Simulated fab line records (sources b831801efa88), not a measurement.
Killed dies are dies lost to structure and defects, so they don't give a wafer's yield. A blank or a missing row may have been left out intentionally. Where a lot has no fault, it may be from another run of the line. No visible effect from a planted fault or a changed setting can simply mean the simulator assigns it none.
fab line records	flow sky130
[record] lots = 24	wafers = 72	last-day = 50
route steps=708 shown FIELD_ISO@15 LDD_N@253 CONTACT@430 METAL1@452 METAL2@498 VIA3@586
lots that met no fault: taken from a fault-free run of the same line
start-h: hours from the record's first day to the start of the lot's first wafer shown	wait-h: hours elapsed since this lot's preceding step	" same as the row above	L1.1+2: a single row standing in for several wafers	- either no value or no given start	* or withheld: withheld	< > ~ a bound
route shown NAME@n: a module of which the file shows steps, and the number in the route of the first	usual: the fault-free wafers' mean and standard deviation	same: alike in all rows	chamber/n: place in a boat	sites: the reading at each site	_std_site: their standard deviation	_edge_site: outer sites' mean less inner sites'	radius-mm: for every site, how far away it sits from the centre of the wafer	mask NAME#n: copy n	behind: the last tool/chamber to shape the wafer	hold: what put the lot on hold/how long, in hours/how the hold closed	device: which transistor (n, p or np) failed to switch	end of line: tests run on the same wafers once the route is complete	where a step has no rows: the recipe by itself	killed: at the first sort, the dies lost to defects and structure; wafer yield is something else	map: a wafer's dies, marking killed ones x, the rest . and places with no die _
set.NAME: the run value of the setting; set.NAME@STEP: its run value at that earlier step	model.NAME: the simulator's own value behind a step, which no gauge read
the route's steps for a sample of lots (tables are steps, rows are wafers)
services: from which hour (start-h, from the record's first day; less than 0 if before it) a tool's chamber was out of use, for how many hours, and why
[[steps]]
[step SKY_FIELD_ISO_ETCH_14]
[recipe] chemistry = N2/H2	target = BARC	ion-energy-ev = 200	source-w = 500	bias-w = 100	pressure-mtorr = 30	n2-flow-sccm = 100	h2-flow-sccm = 200	stop-on = SiO2	time-s = 45.9	target-depth-a = 600
[usual] bias-w = 99.96/0.27	chamber-pressure-mTorr = 29.999/0.026	drypump-motor-current-A = 5.6/0.52	oes-product-au = 0.854/0.0045	throttle-valve-pct = 13.224/0.0091
lot.wafer	tool	chamber	start-h	wait-h	bias-w	chamber-pressure-mTorr	drypump-motor-current-A	oes-product-au	rf-hours-counter-h	throttle-valve-pct
L074.2	rie-diel-01	0	28.08	0.1	100.38	29.964	5.6	0.858	23	13.216
L074.3	"	2	"	"	99.93	30.042	5.0	0.855	0	13.220
L074.4	"	1	"	"	99.82	30.030	5.0	0.847	58	13.228
L075.3	rie-diel-04	0	33.65	0.1	100.31	30.009	5.7	0.859	1	13.219
L075.5	"	1	"	"	99.87	30.011	5.3	0.862	-	13.236
L075.6	"	0	"	"	99.83	30.019	5.7	0.852	-	13.222
L076.3	rie-diel-01	2	38.93	0.1	99.63	29.994	5.0	0.853	0	13.231
L076.4	"	3	"	"	99.66	29.978	6.2	0.855	4	13.234
L076.6	"	2	"	"	100.22	29.997	5.0	0.853	-	13.221
L077.2	rie-diel-03	2	46.54	0.1	99.61	30.061	6.1	0.852	6	13.218
L077.3	"	1	"	"	100.17	30.012	5.7	0.855	152	13.220
L077.6	"	3	"	"	99.99	29.993	5.7	0.853	-	13.223
L078.1	rie-diel-03	0	51.24	0.1	99.98	30.024	6.6	0.853	138	13.230
L078.4	"	3	"	"	100.07	30.009	5.7	0.851	132	13.240
L078.6	"	3	"	"	100.37	29.987	5.7	0.857	-	13.223
L079.1	rie-diel-03	2	55.75	0.1	100.01	29.975	6.1	0.862	6	13.214
L079.2	"	1	"	"	99.90	29.986	5.7	0.853	152	13.214
L079.4	"	3	"	"	100.25	30.020	5.7	0.845	132	13.218
L080.2	rie-diel-04	0	62.03	0.1	99.94	29.996	5.7	0.859	1	13.215
L080.3	"	2	"	"	99.83	29.994	4.8	0.854	39	13.230
L080.4	"	3	"	"	99.85	29.988	5.3	0.852	41	13.221
L081.3	rie-diel-03	1	68.08	0.1	100.13	30.005	5.7	0.848	152	13.238
L081.4	"	2	"	"	100.44	30.011	6.1	0.859	7	13.221
L081.6	"	1	"	"	100.46	30.003	5.7	0.853	-	13.223
L082.2	rie-diel-01	0	71.78	0.1	99.82	30.004	5.6	0.858	24	13.229
L082.4	"	3	"	"	100.11	29.965	6.2	0.848	4	13.203
L082.5	"	2	"	"	99.44	29.981	5.0	0.857	-	13.235
L083.4	rie-diel-01	1	76.15	0.0	99.71	29.964	5.1	0.851	59	13.217
L083.5	"	0	"	"	100.32	29.929	5.6	0.851	-	13.219
L083.6	"	3	"	"	99.76	30.034	6.2	0.855	-	13.219
L084.4	rie-diel-04	0	83.08	0.0	99.79	30.030	5.7	0.858	1	13.232
L084.5	"	2	"	"	99.46	29.972	4.8	0.856	-	13.219
L084.6	"	3	"	"	99.77	30.004	5.3	0.850	-	13.228
L085.1	rie-diel-03	3	86.98	0.1	100.44	30.035	5.7	0.858	133	13.229
L085.2	"	0	"	"	100.47	30.011	6.6	0.856	139	13.234
L085.6	"	1	"	"	100.12	30.029	5.7	0.855	-	13.225
L086.3	rie-diel-01	2	92.08	0.1	99.72	30.014	5.0	0.853	2	13.222
L086.4	"	3	"	"	100.35	30.031	6.2	0.853	4	13.202
L086.5	"	2	"	"	99.87	29.956	5.0	0.848	-	13.225
L087.1	rie-diel-03	0	99.48	0.1	99.86	29.979	6.6	0.851	139	13.223
L087.3	"	3	"	"	100.13	30.022	5.7	0.844	133	13.239
L087.5	"	0	"	"	100.03	30.028	6.6	0.846	-	13.220
L088.2	rie-diel-01	3	104.39	0.1	100.05	29.952	6.2	0.843	5	13.229
L088.3	"	0	"	"	99.62	29.999	5.6	0.852	25	13.217
L088.5	"	2	"	"	100.02	29.983	5.0	0.847	-	13.220
L089.2	rie-diel-04	3	107.48	0.1	99.51	30.041	5.3	0.855	42	13.208
L089.4	"	0	"	"	99.89	29.975	5.7	0.863	2	13.239
L089.6	"	3	"	"	99.57	29.964	5.3	0.859	-	13.215
L090.1	rie-diel-01	1	114.64	0.1	99.75	30.038	5.1	0.856	59	13.220
L090.4	"	2	"	"	100.00	30.038	5.0	0.867	2	13.230
L090.5	"	3	"	"	99.98	30.040	6.2	0.853	-	13.216
L091.2	rie-diel-03	1	116.89	0.1	99.95	30.004	5.7	0.855	153	13.209
L091.5	"	2	"	"	99.95	30.004	6.1	0.855	-	13.224
L091.6	"	3	"	"	99.70	29.963	5.7	0.856	-	13.222
L092.1	rie-diel-03	1	122.69	0.1	100.25	29.995	5.7	0.857	153	13.228
L092.4	"	0	"	"	99.72	29.979	6.6	0.854	140	13.222
L092.6	"	3	"	"	100.18	29.996	5.6	0.852	-	13.214
L093.2	rie-diel-01	0	127.14	0.1	100.42	29.972	5.6	0.851	26	13.230
L093.4	"	3	"	"	99.94	29.994	6.2	0.855	5	13.205
L093.6	"	2	"	"	100.07	29.983	5.0	0.858	-	13.211
L094.3	rie-diel-04	2	134.23	0.1	99.86	29.967	4.8	0.855	41	13.222
L094.4	"	3	"	"	100.10	30.007	5.3	0.846	42	13.215
L094.5	"	3	"	"	100.03	29.985	5.3	0.849	-	13.215
L095.1	rie-diel-04	2	137.08	0.1	100.08	29.998	4.8	0.858	41	13.235
L095.2	"	0	"	"	99.95	30.028	5.7	0.869	2	13.222
L095.3	"	1	"	"	99.81	29.988	5.3	0.849	55	13.220
L096.1	rie-diel-01	3	146.04	0.1	100.24	29.983	6.2	0.850	6	13.223
L096.2	"	1	"	"	100.29	30.060	5.0	0.851	60	13.216
L096.5	"	2	"	"	100.18	29.989	5.0	0.854	-	13.220
L097.1	rie-diel-04	2	149.83	0.1	99.91	29.978	4.8	0.855	41	13.226
L097.3	"	3	"	"	100.05	29.961	5.3	0.859	42	13.230
L097.4	"	0	"	"	99.86	29.951	5.7	0.854	2	13.236
[step SKY_LDD_N_STRIP_16]
[recipe] chemistry = O2/N2	power-w = 1400	pressure-mtorr = 1500	platen-temp-c = withheld	o2-flow-sccm = 3000	n2-flow-sccm = 300	overash-fraction = 0.5
[usual] chamber-pressure-mTorr = 1500.2/1.3	drypump-motor-current-A = 5.6/0.5	oes-product-au = 0.406/0.0048	strip-time-to-endpoint-s = 4.322/0.013
lot.wafer	tool	chamber	start-h	wait-h	chamber-pressure-mTorr	drypump-motor-current-A	oes-product-au	rf-hours-counter-h	strip-time-to-endpoint-s
L074.2	plasma-asher-02	0	399.95	0.1	1499.3	5.0	0.405	27	4.345
L074.3	"	0	"	"	1501.6	5.0	0.407	-	4.340
L074.4	"	1	"	"	1499.8	5.5	0.397	-	4.333
L075.3	plasma-asher-02	0	405.38	0.1	1500.7	5.0	0.407	-	4.326
L075.5	"	1	"	"	1500.0	5.5	0.411	-	4.305
L075.6	"	0	"	"	1499.7	5.0	0.405	-	4.306
L076.3	plasma-asher-02	0	412.93	0.1	1501.6	5.0	0.411	-	4.330
L076.4	"	1	"	"	1497.1	5.5	0.405	-	4.319
L076.6	"	0	"	"	1500.0	5.0	0.407	-	4.311
L079.1	plasma-asher-02	1	462.44	0.1	1501.4	5.5	0.415	36	4.346
L079.2	"	0	"	"	1501.0	5.0	0.417	36	4.339
L079.4	"	0	"	"	1500.4	5.0	0.403	-	4.323
L077.2	plasma-asher-03	1	466.04	0.1	1500.9	6.5	0.403	78	4.327
L077.3	"	0	"	"	1499.0	5.8	0.394	-	4.329
L077.6	"	1	"	"	1500.5	6.5	0.413	-	4.310
L078.1	plasma-asher-02	1	466.45	0.1	1502.1	5.5	0.410	36	4.315
L078.4	"	0	"	"	1499.9	5.0	0.410	-	4.336
L078.6	"	1	"	"	1499.4	5.5	0.410	-	4.321
L081.3	plasma-asher-03	0	470.48	0.1	1499.5	5.8	0.409	-	4.305
L081.4	"	1	"	"	1498.9	6.5	0.403	-	4.312
L081.6	"	0	"	"	1499.7	5.8	0.411	-	4.317
L080.2	plasma-asher-02	1	471.75	0.1	1500.1	5.5	0.409	37	4.344
L080.3	"	0	"	"	1499.1	5.0	0.405	-	4.326
L080.4	"	1	"	"	1502.4	5.5	0.401	-	4.350
L082.2	plasma-asher-02	1	475.69	0.1	1499.9	5.5	0.398	37	4.302
L082.4	"	1	"	"	1499.4	5.5	0.400	-	4.321
L082.5	"	1	"	"	1501.7	5.5	0.412	-	4.317
L083.4	plasma-asher-04	0	515.28	0.1	1499.5	6.2	0.411	-	4.327
L083.5	"	0	"	"	1501.4	6.2	0.414	-	4.347
L083.6	"	1	"	"	1499.0	5.2	0.400	-	4.316
L084.4	plasma-asher-04	0	517.38	0.1	1499.1	6.2	0.409	-	4.323
L084.5	"	0	"	"	1499.2	6.2	0.404	-	4.331
L084.6	"	1	"	"	1499.2	5.2	0.417	-	4.324
L086.3	plasma-asher-02	1	517.63	0.1	1499.6	5.5	0.401	-	4.323
L086.4	"	0	"	"	1500.4	5.0	0.402	-	4.292
L086.5	"	1	"	"	1500.3	5.5	0.402	-	4.314
L085.1	plasma-asher-02	1	518.54	0.2	1500.7	5.5	0.403	42	4.313
L085.2	"	0	"	"	1499.5	5.0	0.411	42	4.333
L085.6	"	0	"	"	1498.3	5.0	0.409	-	4.307
L087.1	plasma-asher-02	1	520.39	0.1	1500.3	5.5	0.400	42	4.310
L087.3	"	0	"	"	1499.6	5.0	0.404	-	4.300
L087.5	"	0	"	"	1500.0	5.0	0.408	-	4.302
L089.2	plasma-asher-04	0	526.39	0.1	1500.7	6.2	0.399	8	4.322
L089.4	"	1	"	"	1501.0	5.2	0.412	-	4.342
L089.6	"	0	"	"	1503.4	6.2	0.403	-	4.321
L088.2	plasma-asher-02	1	527.29	0.1	1500.5	5.5	0.410	43	4.329
L088.3	"	1	"	"	1500.5	5.5	0.405	-	4.336
L088.5	"	0	"	"	1498.3	5.0	0.410	-	4.347
L090.1	plasma-asher-03	1	540.64	0.1	1499.0	6.5	0.414	85	4.306
L090.4	"	1	"	"	1500.8	6.5	0.403	-	4.303
L090.5	"	0	"	"	1501.5	5.8	0.408	-	4.342
L091.2	plasma-asher-02	0	544.79	0.1	1500.2	5.0	0.398	44	4.323
L091.5	"	1	"	"	1498.4	5.5	0.410	-	4.332
L091.6	"	0	"	"	1503.8	5.0	0.406	-	4.332
L092.1	plasma-asher-03	0	554.99	0.1	1499.4	5.8	0.402	87	4.332
L092.4	"	0	"	"	1499.6	5.8	0.410	-	4.303
L092.6	"	1	"	"	1500.4	6.5	0.404	-	4.315
L094.3	plasma-asher-03	0	568.83	0.1	1501.2	5.8	0.409	-	4.314
L094.4	"	1	"	"	1502.6	6.5	0.408	-	4.323
L094.5	"	0	"	"	1501.8	5.8	0.400	-	4.321
L093.2	plasma-asher-03	1	571.49	0.1	1497.7	6.5	0.405	89	4.319
L093.4	"	1	"	"	1500.1	6.4	0.401	-	4.325
L093.6	"	1	"	"	1502.3	6.4	0.416	-	4.318
L095.1	plasma-asher-03	1	573.04	0.1	1501.2	6.4	0.398	89	4.319
L095.2	"	0	"	"	1500.1	5.8	0.405	89	4.307
L095.3	"	1	"	"	1500.2	6.4	0.404	-	4.345
L096.1	plasma-asher-04	0	590.65	0.1	1499.8	6.2	0.404	15	4.318
L096.2	"	1	"	"	1500.4	5.2	0.407	15	4.324
L096.5	"	0	"	"	1499.9	6.2	0.420	-	4.300
L097.1	plasma-asher-03	0	591.69	0.1	1500.2	5.8	0.403	91	4.317
L097.3	"	0	"	"	1499.3	5.8	0.406	-	4.342
L097.4	"	1	"	"	1499.0	6.5	0.405	-	4.339
[step SKY_CONTACT_CVD_24]
[recipe] material = W	target-thk-nm = 340	time-s = 102.12	temp-c = 400	pressure-torr = 40
[usual] heater-power-w = 853/57
lot.wafer	tool	chamber	start-h	wait-h	heater-power-w
L074.2	cvd-w-02	0	732.40	0.0	834
L074.3	"	0	"	"	830
L074.4	"	1	"	"	858
L075.3	cvd-w-02	0	735.61	0.1	846
L075.5	"	0	"	"	819
L075.6	"	1	"	"	839
L076.3	cvd-w-01	0	743.66	0.1	778
L076.4	"	1	"	"	960
L076.6	"	0	"	"	773
L079.1	cvd-w-01	0	786.87	0.0	794
L079.2	"	1	"	"	929
L079.4	"	0	"	"	758
L078.1	cvd-w-02	1	791.62	0.0	857
L078.4	"	0	"	"	823
L078.6	"	0	"	"	835
L077.2	cvd-w-01	1	791.88	0.0	920
L077.3	"	0	"	"	788
L077.6	"	1	"	"	954
L081.3	cvd-w-02	1	792.23	0.1	868
L081.4	"	0	"	"	856
L081.6	"	0	"	"	839
L080.2	cvd-w-02	1	793.95	0.0	849
L080.3	"	0	"	"	830
L080.4	"	1	"	"	843
L082.2	cvd-w-01	1	799.96	0.0	912
L082.4	"	0	"	"	777
L082.5	"	1	"	"	931
L083.4	cvd-w-01	1	832.85	0.1	925
L083.5	"	1	"	"	947
L083.6	"	0	"	"	810
L084.4	cvd-w-02	1	833.10	0.0	855
L084.5	"	0	"	"	856
L084.6	"	1	"	"	862
L086.3	cvd-w-01	0	836.71	0.1	782
L086.4	"	1	"	"	932
L086.5	"	1	"	"	949
L085.1	cvd-w-02	0	838.67	0.0	840
L085.2	"	1	"	"	830
L085.6	"	1	"	"	867
L087.1	cvd-w-01	1	839.02	0.0	939
L087.3	"	0	"	"	780
L087.5	"	0	"	"	788
L089.2	cvd-w-02	0	845.03	0.0	825
L089.4	"	1	"	"	840
L089.6	"	0	"	"	836
L088.2	cvd-w-01	1	846.29	0.0	950
L088.3	"	0	"	"	800
L088.5	"	0	"	"	786
L090.1	cvd-w-01	0	856.00	0.0	800
L090.4	"	0	"	"	783
L090.5	"	0	"	"	793
L091.2	cvd-w-02	0	859.30	0.0	824
L091.5	"	0	"	"	841
L091.6	"	1	"	"	856
L092.1	cvd-w-02	1	869.30	0.0	851
L092.4	"	1	"	"	845
L092.6	"	1	"	"	870
L094.3	cvd-w-02	0	880.26	0.1	825
L094.4	"	1	"	"	863
L094.5	"	1	"	"	858
L093.2	cvd-w-02	0	885.37	0.0	841
L093.4	"	0	"	"	853
L093.6	"	1	"	"	854
L095.1	cvd-w-01	0	886.75	0.0	791
L095.2	"	1	"	"	939
L095.3	"	0	"	"	796
L096.1	cvd-w-01	1	900.65	0.0	978
L096.2	"	0	"	"	787
L096.5	"	1	"	"	958
L097.1	cvd-w-01	0	902.52	0.0	818
L097.3	"	0	"	"	793
L097.4	"	1	"	"	936
[step SKY_METAL1_ETCH_18]
[recipe] chemistry = N2/H2	target = BARC	ion-energy-ev = 200	bias-w = 100	pressure-mtorr = 30	n2-flow-sccm = 100	h2-flow-sccm = 200	icp-w = 500	stop-on = SiO2	time-s = 45.9	target-depth-a = 600
[usual] bias-w = 100.0/0.34	chamber-pressure-mTorr = 30.002/0.026	drypump-motor-current-A = 5.79/0.22	oes-product-au = 0.854/0.0045	throttle-valve-pct = 13.225/0.0086
lot.wafer	tool	chamber	start-h	wait-h	bias-w	chamber-pressure-mTorr	drypump-motor-current-A	oes-product-au	rf-hours-counter-h	throttle-valve-pct
L074.2	rie-metal-04	1	761.09	0.0	100.4	29.992	5.93	0.856	6	13.217
L074.3	"	1	"	"	100.2	30.031	5.95	0.855	-	13.233
L074.4	"	0	"	"	100.3	30.011	5.78	0.848	-	13.238
L075.3	rie-metal-04	1	763.12	0.0	99.9	29.987	5.93	0.858	-	13.229
L075.5	"	1	"	"	99.6	29.974	5.94	0.857	-	13.227
L075.6	"	0	"	"	99.7	30.021	5.76	0.860	-	13.228
L076.3	rie-metal-03	1	771.52	0.0	100.0	30.052	5.73	0.862	-	13.223
L076.4	"	0	"	"	100.4	30.023	5.99	0.857	-	13.213
L076.6	"	1	"	"	99.8	30.045	5.75	0.848	-	13.218
L079.1	rie-metal-04	0	813.94	0.0	100.0	30.008	5.77	0.848	16	13.233
L079.2	"	1	"	"	100.1	29.996	5.97	0.852	8	13.214
L079.4	"	0	"	"	99.2	29.997	5.75	0.850	-	13.233
L078.1	rie-metal-01	0	819.74	0.0	100.4	30.008	5.82	0.852	1	13.241
L078.4	"	1	"	"	100.3	29.960	5.25	0.857	-	13.210
L078.6	"	1	"	"	99.7	29.999	5.24	0.860	-	13.229
L077.2	rie-metal-03	0	819.75	0.0	100.3	29.990	5.98	0.850	0	13.237
L077.3	"	0	"	"	99.3	29.990	5.99	0.857	-	13.235
L077.6	"	0	"	"	99.8	30.061	5.99	0.856	-	13.228
L081.3	rie-metal-04	1	820.12	0.0	100.1	29.982	5.94	0.854	-	13.228
L081.4	"	0	"	"	99.8	30.018	5.76	0.858	-	13.213
L081.6	"	1	"	"	99.8	29.963	5.96	0.853	-	13.228
L080.2	rie-metal-03	0	821.69	0.0	100.5	30.000	5.98	0.860	1	13.221
L080.3	"	1	"	"	100.2	29.967	5.74	0.855	-	13.237
L080.4	"	0	"	"	100.3	29.937	6.01	0.850	-	13.223
L082.2	rie-metal-01	0	827.34	0.0	100.3	30.016	5.84	0.854	1	13.227
L082.4	"	1	"	"	100.0	29.982	5.21	0.858	-	13.220
L082.5	"	0	"	"	100.2	30.009	5.86	0.854	-	13.215
L083.4	rie-metal-04	0	860.37	0.0	99.6	30.044	5.73	0.850	-	13.227
L083.5	"	1	"	"	99.8	29.995	5.95	0.850	-	13.224
L083.6	"	0	"	"	99.6	30.067	5.74	0.848	-	13.226
L084.4	rie-metal-03	1	860.72	0.0	100.0	29.973	5.74	0.850	-	13.220
L084.5	"	0	"	"	99.4	30.002	6.01	0.857	-	13.214
L084.6	"	1	"	"	100.1	29.968	5.78	0.849	-	13.210
L086.3	rie-metal-01	1	863.47	0.0	99.9	30.030	5.20	0.854	-	13.215
L086.4	"	0	"	"	100.2	29.998	5.79	0.856	-	13.245
L086.5	"	0	"	"	99.7	30.022	5.81	0.854	-	13.221
L085.1	rie-metal-04	1	866.05	0.0	99.9	29.998	5.95	0.858	10	13.219
L085.2	"	0	"	"	99.6	29.962	5.74	0.857	18	13.224
L085.6	"	1	"	"	100.5	30.014	5.92	0.855	-	13.217
L087.1	rie-metal-03	1	866.30	0.0	100.1	29.975	5.75	0.863	9	13.231
L087.3	"	1	"	"	100.0	30.005	5.76	0.853	-	13.229
L087.5	"	0	"	"	99.6	29.980	5.99	0.846	-	13.227
L089.2	rie-metal-01	0	872.40	0.0	100.3	30.015	5.82	0.849	3	13.222
L089.4	"	0	"	"	99.4	30.045	5.81	0.853	-	13.220
L089.6	"	0	"	"	100.1	30.007	5.83	0.851	-	13.213
L088.2	rie-metal-04	1	873.60	0.0	100.0	30.005	5.94	0.858	10	13.233
L088.3	"	1	"	"	100.2	29.938	5.93	0.856	-	13.226
L088.5	"	1	"	"	100.1	29.994	5.95	0.854	-	13.234
L090.1	rie-metal-01	0	883.30	0.0	99.6	30.012	5.89	0.848	4	13.223
L090.4	"	0	"	"	99.6	30.005	5.84	0.845	-	13.215
L090.5	"	0	"	"	99.5	29.964	5.82	0.853	-	13.220
L091.2	rie-metal-04	0	886.60	0.0	100.1	30.021	5.75	0.850	19	13.234
L091.5	"	0	"	"	99.6	30.004	5.75	0.861	-	13.228
L091.6	"	1	"	"	100.4	29.996	5.94	0.854	-	13.225
L092.1	rie-metal-03	0	896.00	0.0	99.8	29.999	5.98	0.859	4	13.220
L092.4	"	1	"	"	100.3	30.014	5.74	0.850	-	13.229
L092.6	"	0	"	"	99.6	30.009	5.99	0.848	-	13.211
L094.3	rie-metal-04	1	907.38	0.1	99.4	30.050	5.95	0.859	-	13.220
L094.4	"	1	"	"	99.9	29.980	5.92	0.863	-	13.227
L094.5	"	1	"	"	99.6	30.005	5.93	0.854	-	13.201
L093.2	rie-metal-04	1	911.55	0.1	100.6	30.008	5.93	0.860	-	13.226
L093.4	"	1	"	"	100.6	29.969	5.94	0.843	-	13.227
L093.6	"	1	"	"	100.5	29.979	5.97	0.853	-	13.219
L095.1	rie-metal-03	0	912.59	0.0	99.9	29.971	5.98	0.856	5	13.223
L095.2	"	1	"	"	100.1	30.018	5.76	0.852	11	13.234
L095.3	"	0	"	"	99.5	30.005	5.98	0.856	-	13.219
L096.1	rie-metal-04	0	925.70	0.0	99.9	29.990	5.75	0.853	1	13.217
L096.2	"	1	"	"	99.9	29.998	5.93	0.849	14	13.222
L096.5	"	1	"	"	100.3	30.063	5.94	0.857	-	13.214
L097.1	rie-metal-03	0	928.30	0.0	99.6	30.026	5.99	0.848	5	13.216
L097.3	"	1	"	"	99.9	29.986	5.75	0.855	-	13.229
L097.4	"	0	"	"	99.5	30.011	6.00	0.857	-	13.240
[step SKY_METAL2_CD_MEAS_15]
[recipe] target-cd-nm = 140
[usual] cd-nm = 140.0/1.6
lot.wafer	tool	chamber	start-h	wait-h	cd-nm
L074.2	cd-sem-01	-	818.35	-	137.6
L074.3	"	-	"	"	138.7
L074.4	"	-	"	"	139.7
L075.3	cd-sem-02	-	820.52	-	140.4
L075.5	"	-	"	"	139.7
L075.6	"	-	"	"	140.6
L076.3	cd-sem-02	-	827.75	-	140.3
L076.4	"	-	"	"	140.7
L076.6	"	-	"	"	141.2
L079.1	cd-sem-02	-	869.51	-	141.0
L079.2	"	-	"	"	141.9
L079.4	"	-	"	"	140.8
L078.1	cd-sem-02	-	875.78	-	141.6
L078.4	"	-	"	"	142.4
L078.6	"	-	"	"	140.8
L077.2	cd-sem-01	-	875.84	-	139.3
L077.3	"	-	"	"	140.3
L077.6	"	-	"	"	140.6
L081.3	cd-sem-02	-	876.47	-	141.5
L081.4	"	-	"	"	143.8
L081.6	"	-	"	"	142.4
L080.2	cd-sem-02	-	878.03	-	139.9
L080.3	"	-	"	"	141.0
L080.4	"	-	"	"	141.6
L082.2	cd-sem-02	-	882.48	-	141.3
L082.4	"	-	"	"	141.9
L082.5	"	-	"	"	141.2
L083.4	cd-sem-02	-	915.52	-	138.7
L083.5	"	-	"	"	136.8
L083.6	"	-	"	"	138.6
L084.4	cd-sem-02	-	916.47	-	139.2
L084.5	"	-	"	"	138.7
L084.6	"	-	"	"	138.4
L086.3	cd-sem-01	-	917.36	-	143.9
L086.4	"	-	"	"	141.3
L086.5	"	-	"	"	141.1
L085.1	cd-sem-02	-	919.63	-	138.2
L085.2	"	-	"	"	137.5
L085.6	"	-	"	"	137.9
L087.1	cd-sem-01	-	920.82	-	139.2
L087.3	"	-	"	"	137.6
L087.5	"	-	"	"	137.8
L089.2	cd-sem-01	-	925.43	-	139.4
L089.4	"	-	"	"	138.7
L089.6	"	-	"	"	137.9
L088.2	cd-sem-02	-	927.95	-	137.8
L088.3	"	-	"	"	138.1
L088.5	"	-	"	"	137.7
L090.1	cd-sem-01	-	936.46	-	141.1
L090.4	"	-	"	"	140.6
L090.5	"	-	"	"	140.8
L091.2	cd-sem-01	-	940.28	-	139.6
L091.5	"	-	"	"	140.1
L091.6	"	-	"	"	138.8
L092.1	cd-sem-02	-	947.38	-	138.0
L092.4	"	-	"	"	138.9
L092.6	"	-	"	"	138.8
L094.3	cd-sem-01	-	959.46	-	139.3
L094.4	"	-	"	"	139.4
L094.5	"	-	"	"	141.1
L093.2	cd-sem-01	-	962.38	-	140.0
L093.4	"	-	"	"	141.9
L093.6	"	-	"	"	140.8
L095.1	cd-sem-02	-	963.61	-	140.2
L095.2	"	-	"	"	140.9
L095.3	"	-	"	"	139.2
L096.1	cd-sem-02	-	975.61	-	141.0
L096.2	"	-	"	"	140.0
L096.5	"	-	"	"	140.7
L097.1	cd-sem-01	-	978.56	-	140.1
L097.3	"	-	"	"	139.1
L097.4	"	-	"	"	139.1
[step SKY_VIA3_OVL_MEAS_13]
[usual] VIA3_OVL = 5/5.3
lot.wafer	tool	chamber	start-h	wait-h	VIA3_OVL[nm]
L074.2	overlay-01	-	926.90	0.1	-1
L074.3	"	-	"	"	3
L074.4	"	-	"	"	13
L075.3	overlay-01	-	931.49	0.1	4
L075.5	"	-	"	"	2
L075.6	"	-	"	"	4
L076.3	overlay-02	-	937.24	0.1	5
L076.4	"	-	"	"	8
L076.6	"	-	"	"	9
L079.1	overlay-01	-	974.69	0.1	5
L079.2	"	-	"	"	8
L079.4	"	-	"	"	2
L078.1	overlay-02	-	980.49	0.1	10
L078.4	"	-	"	"	5
L078.6	"	-	"	"	7
L077.2	overlay-02	-	981.03	0.1	10
L077.3	"	-	"	"	12
L077.6	"	-	"	"	9
L081.3	overlay-01	-	981.91	0.1	-2
L081.4	"	-	"	"	0
L081.6	"	-	"	"	6
L080.2	overlay-01	-	986.24	0.1	12
L080.3	"	-	"	"	6
L080.4	"	-	"	"	9
L082.2	overlay-01	-	986.59	0.1	6
L082.4	"	-	"	"	7
L082.5	"	-	"	"	11
L083.4	overlay-01	-	1017.17	0.1	8
L083.5	"	-	"	"	-8
L083.6	"	-	"	"	3
L084.4	overlay-02	-	1018.31	0.1	3
L084.5	"	-	"	"	2
L084.6	"	-	"	"	0
L086.3	overlay-01	-	1018.39	0.1	4
L086.4	"	-	"	"	10
L086.5	"	-	"	"	9
L085.1	overlay-01	-	1021.03	0.1	7
L085.2	"	-	"	"	0
L085.6	"	-	"	"	3
L087.1	overlay-01	-	1022.18	0.1	13
L087.3	"	-	"	"	14
L087.5	"	-	"	"	7
L089.2	overlay-01	-	1023.63	0.1	-1
L089.4	"	-	"	"	-8
L089.6	"	-	"	"	-12
L088.2	overlay-02	-	1028.23	0.1	9
L088.3	"	-	"	"	5
L088.5	"	-	"	"	5
L090.1	overlay-01	-	1037.43	0.1	-4
L090.4	"	-	"	"	3
L090.5	"	-	"	"	1
L091.2	overlay-01	-	1040.41	0.1	8
L091.5	"	-	"	"	8
L091.6	"	-	"	"	1
L092.1	overlay-01	-	1045.19	0.1	12
L092.4	"	-	"	"	10
L092.6	"	-	"	"	12
L094.3	overlay-01	-	1056.91	0.1	9
L094.4	"	-	"	"	0
L094.5	"	-	"	"	2
L093.2	overlay-01	-	1061.68	0.1	1
L093.4	"	-	"	"	4
L093.6	"	-	"	"	6
L095.1	overlay-01	-	1062.09	0.1	-3
L095.2	"	-	"	"	-3
L095.3	"	-	"	"	-4
L096.1	overlay-02	-	1072.75	0.1	9
L096.2	"	-	"	"	7
L096.5	"	-	"	"	6
L097.1	overlay-02	-	1074.55	0.1	6
L097.3	"	-	"	"	5
L097.4	"	-	"	"	4
[[services]]
tool	chamber	start-h	hours	kind
cvd-w-02	1	60.63	7.5	repair
cvd-w-01	-	78.40	2.8	pm
plasma-asher-02	-	108.75	9.0	pm
cvd-w-02	-	232.29	0.3	repair
cvd-w-01	-	242.34	0.8	repair
cvd-w-01	0	244.06	5.5	repair
plasma-asher-02	-	259.38	0.3	repair
plasma-asher-02	-	268.93	1.0	repair
plasma-asher-02	-	295.31	2.1	repair
plasma-asher-02	-	329.51	6.4	repair
cvd-w-01	-	390.00	14.0	pm
cvd-w-02	-	395.90	1.0	repair
cvd-w-01	-	431.59	6.9	pm
plasma-asher-02	-	455.12	2.0	repair
cvd-w-01	1	459.05	2.7	repair
cvd-w-02	-	473.91	6.9	pm
cvd-w-02	0	506.05	8.4	repair
cvd-w-01	0	580.94	2.6	repair
plasma-asher-02	-	595.22	2.8	pm
cvd-w-02	-	603.75	1.2	repair
cvd-w-01	-	619.69	0.3	repair
cvd-w-01	-	686.28	0.8	repair
cvd-w-02	-	719.50	2.5	repair
cvd-w-02	-	790.78	0.5	repair
[[key]]
fault none
